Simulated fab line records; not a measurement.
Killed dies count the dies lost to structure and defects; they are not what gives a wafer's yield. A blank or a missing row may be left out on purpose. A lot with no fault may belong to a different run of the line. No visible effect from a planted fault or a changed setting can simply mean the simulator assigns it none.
fab line records	flow sky130
[record] lots = 6	wafers = 18	last-day = 51
route steps=708 shown VIA1@467 PAD_OPEN@708
lots with no fault: from the same line, run without faults
start-h: the number of hours between the record's first day and the start of the first shown wafer of the lot	wait-h: time in hours since the lot's previous step	" repeats the value in the row above	L1.1+2: a single row standing in for several wafers	- no value, or no start was given	* or withheld: withheld	< > ~ a bound
route shown NAME@n: names a module that has steps shown in the file, with the first one's number in the route	usual: average and standard deviation across the fault-free wafers	same: alike in all rows	chamber/n: place in a boat	sites: readings site by site	_std_site: standard deviation across them	_edge_site: inner sites' mean taken away from outer sites' mean	radius-mm: for every site, how far away it sits from the centre of the wafer	mask NAME#n: copy n	behind: the tool/chamber that last shaped the wafer	hold: why the lot went on hold/how many hours it stayed there/how the hold came to an end	device: transistor that didn't switch, given as n, p or np	end of line: tests run on the same wafers once the route is complete	a step with no rows: only its recipe	killed: dies that structure and defects cost at the first sort, which is not the same as the wafer's yield	map: a wafer's dies, marking killed ones x, the rest . and places with no die _
set.NAME: the setting the step ran with; set.NAME@STEP: the setting that earlier step ran with	model.NAME: the simulator's own value behind a step, which no gauge read
lots seen at some steps along the route; tables by step, rows by wafer
services: a tool's chamber out of use, with start hour (start-h, from the record's first day; less than 0 if before it), hours out, and reason
[[steps]]
[step SKY_VIA1_EXPOSE_09]
[recipe] mask-id = VIM	na = 0.8	source-shape = annular	sigma-inner = 0.55	sigma-outer = 0.85	target-cd-nm = 150	dose-mj = 38
[step SKY_VIA1_PEB_10]
[recipe] peb-temp-c = withheld	peb-time-s = withheld	resist = KrF-thick
[step SKY_VIA1_DEVELOP_11]
[recipe] develop-time-s = 60	resist = KrF-thick	dev-temp-c = 21
[step SKY_VIA1_CD_MEAS_12]
[recipe] target-cd-nm = 150
[usual] cd-nm = 150.2/1.5
lot.wafer	tool	chamber	start-h	wait-h	cd-nm
L184.3	cd-sem-01	-	854.28	-	150.2
L184.4	"	-	"	"	149.6
L184.5	"	-	"	"	150.8
L187.2	cd-sem-02	-	868.89	-	148.1
L187.5	"	-	"	"	149.0
L187.6	"	-	"	"	147.7
L191.1	cd-sem-01	-	895.12	-	149.6
L191.5	"	-	"	"	151.1
L191.6	"	-	"	"	149.1
L192.2	cd-sem-01	-	915.89	-	149.2
L192.3	"	-	"	"	151.0
L192.6	"	-	"	"	150.9
L201.1	cd-sem-01	-	973.10	-	150.0
L201.2	"	-	"	"	150.3
L201.3	"	-	"	"	151.1
L202.2	cd-sem-01	-	980.42	-	151.6
L202.3	"	-	"	"	152.4
L202.5	"	-	"	"	150.7
[step SKY_VIA1_OVL_MEAS_13]
[usual] VIA1_OVL = -3/6.3
lot.wafer	tool	chamber	start-h	wait-h	VIA1_OVL[nm]
L184.3	overlay-02	-	854.37	0.1	-2
L184.4	"	-	"	"	-1
L184.5	"	-	"	"	-6
L187.2	overlay-02	-	869.00	0.1	2
L187.5	"	-	"	"	-3
L187.6	"	-	"	"	1
L191.1	overlay-02	-	895.24	0.1	-16
L191.5	"	-	"	"	-7
L191.6	"	-	"	"	4
L192.2	overlay-02	-	916.00	0.1	-17
L192.3	"	-	"	"	-9
L192.6	"	-	"	"	-14
L201.1	overlay-01	-	973.22	0.1	-7
L201.2	"	-	"	"	-9
L201.3	"	-	"	"	-15
L202.2	overlay-02	-	980.52	0.1	0
L202.3	"	-	"	"	3
L202.5	"	-	"	"	6
[step SKY_VIA1_ETCH_14]
[recipe] chemistry = N2/H2	target = BARC	ion-energy-ev = 200	source-w = 500	bias-w = 100	pressure-mtorr = 30	n2-flow-sccm = 100	h2-flow-sccm = 200	stop-on = SiO2	time-s = 45.9	target-depth-a = 600
[usual] drypump-motor-current-A = 5.8/0.41	oes-product-au = 0.854/0.0046	rf-fwd-power-W = 494.1/2	throttle-valve-pct = 13.224/0.0094
lot.wafer	tool	chamber	start-h	wait-h	drypump-motor-current-A	oes-product-au	rf-fwd-power-W	rf-hours-counter-h	throttle-valve-pct
L184.3	rie-diel-01	1	854.39	0.0	5.1	0.853	491.8	13	13.231
L184.4	"	0	"	"	6.0	0.856	493.3	11	13.213
L184.5	"	2	"	"	6.4	0.852	496.7	-	13.224
L187.2	rie-diel-04	0	869.03	0.0	5.7	0.859	492.0	2	13.208
L187.5	"	2	"	"	5.7	0.855	493.4	-	13.231
L187.6	"	3	"	"	6.3	0.854	497.0	-	13.213
L191.1	rie-diel-04	0	895.28	0.0	5.7	0.866	494.9	3	13.198
L191.5	"	2	"	"	5.7	0.859	492.2	-	13.241
L191.6	"	3	"	"	6.2	0.854	497.3	-	13.221
L192.2	rie-diel-01	1	916.03	0.0	5.1	0.847	491.0	15	13.210
L192.3	"	3	"	"	5.6	0.856	495.4	2	13.230
L192.6	"	1	"	"	5.1	0.859	493.5	-	13.214
L201.1	rie-diel-03	0	973.25	0.0	5.7	0.864	494.2	29	13.219
L201.2	"	3	"	"	5.8	0.844	496.8	11	13.221
L201.3	"	1	"	"	5.5	0.849	496.5	16	13.230
L202.2	rie-diel-04	2	980.55	0.0	5.7	0.850	491.6	6	13.223
L202.3	"	1	"	"	5.3	0.853	493.3	11	13.219
L202.5	"	0	"	"	5.7	0.863	494.8	-	13.235
[step SKY_VIA1_ETCH_15]
[recipe] target = SiO2	chemistry = C4F8/O2/Ar	target-depth-nm = 351	stop-on = TiN	mask-material = KrF-thick	source-w = 1500	bias-w = 1200	pressure-mtorr = 40	c4f8-flow-sccm = withheld	O2_flow_sccm = 6	Ar_flow_sccm = 300	time-s = 54
[usual] oes-product-au = 0.983/0.006	rf-fwd-power-W = 1484/6.1
lot.wafer	tool	chamber	start-h	wait-h	oes-product-au	rf-fwd-power-W	rf-hours-counter-h
L184.3	rie-diel-01	1	854.44	0.0	0.964	1472	13
L184.4	"	0	"	"	0.983	1476	11
L184.5	"	2	"	"	0.970	1495	-
L187.2	rie-diel-04	0	869.07	0.0	0.977	1482	2
L187.5	"	2	"	"	0.985	1486	-
L187.6	"	3	"	"	0.989	1496	-
L191.1	rie-diel-04	0	895.32	0.0	0.977	1491	3
L191.5	"	2	"	"	0.985	1481	-
L191.6	"	3	"	"	0.987	1498	-
L192.2	rie-diel-01	1	916.07	0.0	0.985	1478	15
L192.3	"	3	"	"	0.976	1487	3
L192.6	"	1	"	"	0.978	1477	-
L201.1	rie-diel-03	0	973.30	0.0	0.983	1480	29
L201.2	"	3	"	"	0.983	1487	11
L201.3	"	1	"	"	0.985	1492	16
L202.2	rie-diel-04	2	980.60	0.0	0.989	1478	6
L202.3	"	1	"	"	0.989	1480	11
L202.5	"	0	"	"	0.992	1480	-
[step SKY_VIA1_STRIP_16]
[recipe] chemistry = O2/N2	power-w = 1400	pressure-mtorr = 1500	platen-temp-c = withheld	o2-flow-sccm = 3000	n2-flow-sccm = 300	overash-fraction = 0.5
[usual] drypump-motor-current-A = 5.6/0.38	oes-product-au = 0.415/0.0043	strip-time-to-endpoint-s = 4.449/0.02
lot.wafer	tool	chamber	start-h	wait-h	drypump-motor-current-A	oes-product-au	rf-hours-counter-h	strip-time-to-endpoint-s
L184.3	plasma-asher-03	0	854.52	0.1	5.3	0.413	-	4.460
L184.4	"	1	"	"	6.4	0.412	-	4.441
L184.5	"	0	"	"	5.3	0.419	-	4.446
L187.2	plasma-asher-02	1	869.11	0.0	5.4	0.418	42	4.471
L187.5	"	0	"	"	5.4	0.411	-	4.450
L187.6	"	1	"	"	5.4	0.412	-	4.414
L191.1	plasma-asher-02	1	895.37	0.0	5.4	0.414	45	4.436
L191.5	"	0	"	"	5.4	0.417	-	4.403
L191.6	"	1	"	"	5.4	0.412	-	4.423
L192.2	plasma-asher-03	0	916.12	0.0	5.3	0.412	102	4.440
L192.3	"	1	"	"	6.4	0.410	-	4.421
L192.6	"	0	"	"	5.4	0.413	-	4.437
L201.1	plasma-asher-03	0	973.34	0.0	5.3	0.418	108	4.432
L201.2	"	1	"	"	6.4	0.413	108	4.426
L201.3	"	1	"	"	6.4	0.413	-	4.428
L202.2	plasma-asher-03	0	980.64	0.0	5.4	0.417	109	4.433
L202.3	"	0	"	"	5.3	0.413	-	4.458
L202.5	"	1	"	"	6.4	0.413	-	4.477
[step SKY_VIA1_STRIP_17]
[recipe] chemistry = post-etch-residue-remover	time-s = 1200	temp-c = 72.5
[step SKY_VIA1_CLEAN_18]
[recipe] chemistry = IPA	time-s = 180	temp-c = 25
[step SKY_VIA1_CLEAN_19]
[recipe] chemistry = O3/DIW	dry = n2-spin
[step SKY_VIA1_SPUTTER_20]
[recipe] material = TiN	target-thk-nm = 20	chamber-pressure-pa = 5	power-w = 4000	time-s = 80
[usual] throttle-valve-pct = 29.7/1.1
lot.wafer	tool	chamber	start-h	wait-h	throttle-valve-pct
L184.3	pvd-sputter-04	-	855.08	0.0	31.5
L184.4	"	-	"	"	29.9
L184.5	"	-	"	"	31.4
L187.2	pvd-sputter-03	-	869.71	0.0	31.3
L187.5	"	-	"	"	28.7
L187.6	"	-	"	"	31.3
L191.1	pvd-sputter-03	-	895.97	0.0	27.6
L191.5	"	-	"	"	29.9
L191.6	"	-	"	"	28.3
L192.2	pvd-sputter-04	-	917.14	0.0	29.0
L192.3	"	-	"	"	31.5
L192.6	"	-	"	"	31.4
L201.1	pvd-sputter-04	-	973.93	0.0	29.7
L201.2	"	-	"	"	30.4
L201.3	"	-	"	"	28.5
L202.2	pvd-sputter-02	-	981.23	0.0	29.5
L202.3	"	-	"	"	30.2
L202.5	"	-	"	"	29.5
[step SKY_VIA1_CVD_21]
[recipe] material = W	target-thk-nm = 270	time-s = 80.902	temp-c = 400	pressure-torr = 40
[usual] chamber-pressure-Torr = 40.00/0.092	heater-power-w = 800/32
lot.wafer	tool	chamber	start-h	wait-h	chamber-pressure-Torr	heater-power-w	model.W_of_VIA1_CVD_21.thk-nm
L184.3	cvd-w-02	1	855.17	0.1	39.87	761	281.1
L184.4	"	0	"	"	40.07	804	268.1
L184.5	"	0	"	"	40.16	799	266.2
L187.2	cvd-w-02	0	869.77	0.0	40.12	790	266.9
L187.5	"	0	"	"	39.96	788	265.6
L187.6	"	1	"	"	40.09	755	274.7
L191.1	cvd-w-02	1	896.03	0.0	52.99	781	321.2
L191.5	"	1	"	"	52.87	758	325.2
L191.6	"	0	"	"	52.98	787	308.9
L192.2	cvd-w-02	1	917.21	0.0	52.95	791	316.7
L192.3	"	0	"	"	53.04	768	306.3
L192.6	"	0	"	"	53.00	778	309.8
L201.1	cvd-w-01	0	973.99	0.0	40.01	829	263.9
L201.2	"	1	"	"	39.91	845	270.7
L201.3	"	1	"	"	40.01	847	271.3
L202.2	cvd-w-01	0	981.29	0.0	39.93	831	265.1
L202.3	"	1	"	"	39.97	841	271.3
L202.5	"	1	"	"	40.05	845	270.1
[step SKY_VIA1_RS_MEAS_22]
[recipe] thk-meas-gauge = four-point-probe	reads = W_of_VIA1_CVD_21+TiN_of_VIA1_SPUTTER_20
[usual] VIA1_W_RS = 0.425/0.008
lot.wafer	tool	chamber	start-h	wait-h	hold	VIA1_W_RS[ohm/sq]
L184.3	film-metro-03	-	855.27	0.1	-	0.410
L184.4	"	-	"	"	-	0.429
L184.5	"	-	"	"	-	0.433
L187.2	film-metro-03	-	869.88	0.1	-	0.432
L187.5	"	-	"	"	-	0.435
L187.6	"	-	"	"	-	0.421
L191.1	film-metro-03	-	896.12	0.1	await-dispo/0.2h/release	0.358
L191.5	"	-	"	"	await-dispo/0.2h/release	0.354
L191.6	"	-	"	"	await-dispo/0.2h/release	0.372
L191.1	film-metro-03	-	896.41	0.3	-	0.358
L191.5	"	-	"	"	-	0.353
L191.6	"	-	"	"	-	0.373
L192.2	film-metro-03	-	917.32	0.1	await-dispo/0.2h/release	0.363
L192.3	"	-	"	"	await-dispo/0.2h/release	0.376
L192.6	"	-	"	"	await-dispo/0.2h/release	0.371
L192.2	film-metro-03	-	917.60	0.3	-	0.363
L192.3	"	-	"	"	-	0.375
L192.6	"	-	"	"	-	0.371
L201.1	film-metro-02	-	974.09	0.1	-	0.437
L201.2	"	-	"	"	-	0.425
L201.3	"	-	"	"	-	0.425
L202.2	film-metro-03	-	981.41	0.1	-	0.433
L202.3	"	-	"	"	-	0.425
L202.5	"	-	"	"	-	0.426
[step SKY_VIA1_THK_MEAS_23]
[recipe] thk-meas-gauge = xrf	reads = W_of_VIA1_CVD_21
[usual] VIA1_W_THK = 266/5.3
lot.wafer	tool	chamber	start-h	wait-h	hold	VIA1_W_THK[nm]
L184.3	film-metro-03	-	855.37	0.1	-	270
L184.4	"	-	"	"	-	258
L184.5	"	-	"	"	-	255
L187.2	film-metro-03	-	869.99	0.1	-	259
L187.5	"	-	"	"	-	258
L187.6	"	-	"	"	-	265
L191.1	film-metro-03	-	904.31	7.9	await-dispo/0.2h/release	312
L191.5	"	-	"	"	await-dispo/0.2h/release	315
L191.6	"	-	"	"	await-dispo/0.2h/release	300
L191.1	film-metro-03	-	904.54	0.2	-	313
L191.5	"	-	"	"	-	317
L191.6	"	-	"	"	-	302
L192.2	film-metro-03	-	924.90	7.3	await-dispo/0.2h/release	308
L192.3	"	-	"	"	await-dispo/0.2h/release	297
L192.6	"	-	"	"	await-dispo/0.2h/release	302
L192.2	film-metro-03	-	925.15	0.2	-	307
L192.3	"	-	"	"	-	296
L192.6	"	-	"	"	-	302
L201.1	film-metro-02	-	974.21	0.1	-	260
L201.2	"	-	"	"	-	268
L201.3	"	-	"	"	-	269
L202.2	film-metro-03	-	981.52	0.1	-	259
L202.3	"	-	"	"	-	265
L202.5	"	-	"	"	-	264
[step SKY_VIA1_CMP_24]
[recipe] stop-on = SiO2	t-overpolish-s = 15	down-force-psi = 3.5	platen-rpm = 60	target-thk-nm = 0	pad-velocity-m-s = 0.94248
[usual] motor-current-A = 11.7/1.4	time-to-endpoint-s = 66/3.8
lot.wafer	tool	chamber	start-h	wait-h	hold	motor-current-A	time-to-endpoint-s
L184.4	cmp-02	0	855.51	0.1	-	9.9	60
L184.3	"	1	"	"	-	11.3	64
L184.5	"	3	"	"	-	10.3	59
L187.2	cmp-01	2	870.32	0.3	-	12.4	64
L187.5	"	2	"	"	-	12.3	63
L187.6	"	3	"	"	-	15.0	71
L191.1	cmp-02	3	907.43	2.9	await-dispo/2.5h/release	10.2	75
L191.5	"	1	"	"	await-dispo/2.5h/release	11.3	73
L191.6	"	2	"	"	await-dispo/2.5h/release	12.2	68
L192.2	cmp-02	2	930.12	5.0	await-dispo/4.6h/release	12.1	77
L192.3	"	3	"	"	await-dispo/4.6h/release	9.6	75
L192.6	"	1	"	"	await-dispo/4.6h/release	11.5	72
L201.3	cmp-02	2	975.23	1.0	-	12.5	62
L201.1	"	3	"	"	-	10.5	64
L201.2	"	0	"	"	-	9.4	64
L202.2	cmp-02	0	981.62	0.1	-	10.0	61
L202.3	"	1	"	"	-	11.5	61
L202.5	"	0	"	"	-	9.7	66
[step SKY_PAD_OPEN_PROBE_99]
[usual] defect-limited-yield = 82.4/1.8	killed_at_M0_to_M3 = 43/6.6	killed_at_M4_up = 3.1/1.9	killed-at-contacts = 24/5.2	killed-at-front-end = 16/4.5	killed-at-other = 0.4/0.62	killed-dies = 87/9	killed-open = 48/7	killed-short = 39/6.2	sort_bin_3_pad_short = 0.9/0.44	sort_bin_5_function = 10.3/1.3	sort_bin_6_memory = 6.5/1.1	sort-n-pass = 405/9	sort-yield-pct = 82.4/1.8
[same] gross-dies = 492	killed-at-back-side = 0	sort_bin_4_leakage[%] = 0	sort_bin_8_speed[%] = 0
lot.wafer	tool	chamber	start-h	wait-h	defect-limited-yield[%]	killed_at_M0_to_M3	killed_at_M4_up	killed-at-contacts	killed-at-front-end	killed-at-other	killed-dies	killed-open	killed-short	sort_bin_3_pad_short[%]	sort_bin_5_function[%]	sort_bin_6_memory[%]	sort-n-pass	sort-yield-pct[%]
L187.2	prober-01	-	1143.21	0.1	81.5	47	4	23	17	0	91	52	39	1.2	12.4	4.9	401	81.5
L187.5	prober-01	-	1143.36	0.2	80.3	45	1	26	24	1	97	53	43	1.8	10.4	7.5	395	80.3
L187.6	prober-01	-	1143.41	0.2	80.9	37	5	26	25	1	94	53	41	0.8	12.4	5.9	398	80.9
L191.1	prober-01	-	1162.22	0.1	84.6	36	7	19	14	0	76	36	40	1.0	10.0	4.5	416	84.6
L191.5	prober-01	-	1162.42	0.2	82.9	49	2	20	13	0	84	41	43	0.8	10.8	5.5	408	82.9
L191.6	prober-01	-	1162.47	0.2	86.0	38	1	23	7	0	69	37	32	0.4	8.9	4.7	423	86.0
L192.2	prober-02	-	1175.43	0.1	84.6	35	1	23	17	0	76	41	32	1.0	9.3	5.1	416	84.6
L192.3	prober-02	-	1175.48	0.2	82.7	32	9	24	20	0	85	44	41	0.8	10.2	6.3	407	82.7
L192.6	prober-02	-	1175.63	0.2	82.3	40	3	34	10	0	87	50	37	1.2	11.0	5.5	405	82.3
L201.1	prober-01	-	1216.11	0.1	82.1	38	4	27	18	1	88	51	37	0.8	11.8	5.3	404	82.1
L201.2	prober-01	-	1216.16	0.1	83.7	41	1	27	11	0	80	47	33	0.6	9.3	6.3	412	83.7
L201.3	prober-01	-	1216.21	0.2	82.1	43	2	26	16	1	88	47	41	1.0	10.0	6.9	404	82.1
// killed by level:class
L187.2 VIA1:geometric-particle:open=12 CONTACT:geometric-particle:open=7 VIA2:geometric-particle:open=7 FIELD_ISO:geometric-particle:short=6 FIELD_ISO:geometric-particle:open=5 LI_CONTACT:geometric-particle:open=5 VIA2:geometric-particle:short=5 METAL2:geometric-particle:short=5
L187.5 FIELD_ISO:geometric-particle:open=8 VIA1:geometric-particle:open=8 LI_CONTACT:geometric-particle:open=7 CONTACT:geometric-particle:open=7 VIA2:geometric-particle:open=7 LOCAL_INTERCONNECT:geometric-particle:short=6 CONTACT:geometric-particle:short=6 VIA3:geometric-particle:open=5
L187.6 CONTACT:geometric-particle:open=10 VIA1:geometric-particle:open=9 LI_CONTACT:geometric-particle:open=9 FIELD_ISO:geometric-particle:open=8 POLY_GATE:geometric-particle:short=5 POLY_GATE:geometric-particle:open=5 CONTACT:geometric-particle:short=5 METAL2:geometric-particle:short=5
L191.1 METAL3:geometric-particle:short=8 LI_CONTACT:geometric-particle:open=7 METAL2:geometric-particle:short=6 VIA2:geometric-particle:open=6 POLY_GATE:geometric-particle:short=5 METAL4:geometric-particle:short=5 CONTACT:geometric-particle:open=5 METAL1:geometric-particle:short=5
L191.5 VIA1:geometric-particle:open=10 METAL1:geometric-particle:short=8 CONTACT:geometric-particle:open=7 LI_CONTACT:geometric-particle:open=6 METAL3:geometric-particle:short=6 METAL2:geometric-particle:short=6 VIA3:geometric-particle:open=5 POLY_GATE:geometric-particle:short=4
L191.6 METAL2:geometric-particle:short=9 LI_CONTACT:geometric-particle:open=8 VIA1:geometric-particle:open=8 CONTACT:geometric-particle:short=6 VIA3:geometric-particle:open=6 CONTACT:geometric-particle:open=5 VIA2:geometric-particle:open=5 LI_CONTACT:geometric-particle:short=4
L192.2 VIA1:geometric-particle:open=9 CONTACT:geometric-particle:open=8 VIA3:geometric-particle:open=7 FIELD_ISO:geometric-particle:short=6 LI_CONTACT:geometric-particle:open=6 FIELD_ISO:geometric-particle:open=5 VIA1:geometric-particle:short=5 VIA2:geometric-particle:open=5
L192.3 LI_CONTACT:geometric-particle:open=8 METAL4:geometric-particle:short=8 VIA2:geometric-particle:open=7 POLY_GATE:geometric-particle:open=6 CONTACT:geometric-particle:open=6 LOCAL_INTERCONNECT:geometric-particle:short=5 METAL1:geometric-particle:short=5 VIA1:geometric-particle:open=4
L192.6 LI_CONTACT:geometric-particle:open=13 VIA1:geometric-particle:open=9 VIA3:geometric-particle:open=7 METAL2:geometric-particle:short=7 CONTACT:geometric-particle:short=6 CONTACT:geometric-particle:open=6 VIA2:geometric-particle:open=5 LI_CONTACT:geometric-particle:short=4
L201.1 VIA1:geometric-particle:open=9 CONTACT:geometric-particle:open=8 LI_CONTACT:geometric-particle:open=7 VIA2:geometric-particle:open=7 FIELD_ISO:geometric-particle:open=6 LI_CONTACT:geometric-particle:short=6 POLY_GATE:geometric-particle:short=5 VIA1:geometric-particle:short=5
L201.2 LI_CONTACT:geometric-particle:short=11 VIA3:geometric-particle:open=10 CONTACT:geometric-particle:open=8 VIA2:geometric-particle:open=6 VIA1:geometric-particle:open=5 FIELD_ISO:geometric-particle:open=4 LI_CONTACT:geometric-particle:open=4 METAL1:geometric-particle:short=3
L201.3 VIA1:geometric-particle:open=11 LI_CONTACT:geometric-particle:open=8 CONTACT:geometric-particle:open=8 METAL1:geometric-particle:short=6 FIELD_ISO:geometric-particle:open=5 LI_CONTACT:geometric-particle:short=4 METAL2:geometric-particle:short=4 VIA1:geometric-particle:short=4
[[services]]
tool	chamber	start-h	hours	kind
rie-diel-03	1	831.31	5.2	repair
rie-diel-04	-	839.00	0.6	repair
rie-diel-03	1	839.52	13.1	repair
cvd-w-02	-	851.18	1.1	repair
rie-diel-03	-	853.39	0.6	repair
rie-diel-04	0	864.53	2.7	repair
cmp-02	-	867.86	8.9	pm
rie-diel-03	1	868.16	4.5	repair
rie-diel-01	3	871.08	19.1	repair
cmp-02	-	881.98	0.5	repair
plasma-asher-03	-	882.40	28.1	pm
pvd-sputter-04	-	887.49	4.1	repair
cvd-w-02	-	890.42	2.9	repair
rie-diel-01	0	896.23	9.7	repair
cvd-w-01	-	904.00	14.0	pm
rie-diel-04	-	905.75	1.4	repair
cvd-w-01	-	911.56	1.4	repair
cmp-02	-	912.00	4.0	pm
rie-diel-03	2	917.48	22.3	repair
rie-diel-04	-	923.47	3.0	repair
plasma-asher-03	-	932.99	3.8	repair
rie-diel-04	0	934.23	3.9	repair
rie-diel-01	3	946.16	3.8	repair
cmp-02	-	962.96	6.8	pm
[[key]]
[first-sign] step = SKY_VIA1_CVD_21	reading = chamber-pressure-Torr	direction = up	sigmas = 99+	usual = 40.00	struck = 52.97
[effect] step = SKY_VIA1_RS_MEAS_22	reading = visit	direction = added
[effect] step = SKY_VIA1_RS_MEAS_22	reading = VIA1_W_RS	direction = down	sigmas = 7.4	usual = 0.425	struck = 0.366
[effect] step = SKY_VIA1_THK_MEAS_23	reading = visit	direction = added
[effect] step = SKY_VIA1_THK_MEAS_23	reading = VIA1_W_THK	direction = up	sigmas = 7.5	usual = 266	struck = 306
[effect] step = SKY_VIA1_CMP_24	reading = hold	direction = added
[model-effect] step = SKY_VIA1_CVD_21	value = W_of_VIA1_CVD_21.thk-nm	without = 273.1	struck = 314.7
met-at SKY_VIA1_CVD_21
struck-wafers L191.1,L191.5,L191.6,L192.2,L192.3,L192.6
onset-between 869.77 896.03
[fault] kind = process-parameter-drift	tool = cvd-w-02	chamber = -	onset-h = 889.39	steps = SKY_VIA1_CVD_21	channel = pressure-torr	offset = 13.078	shape = step	end-h = 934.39	acts-in = these-recipes-only	stated = 40
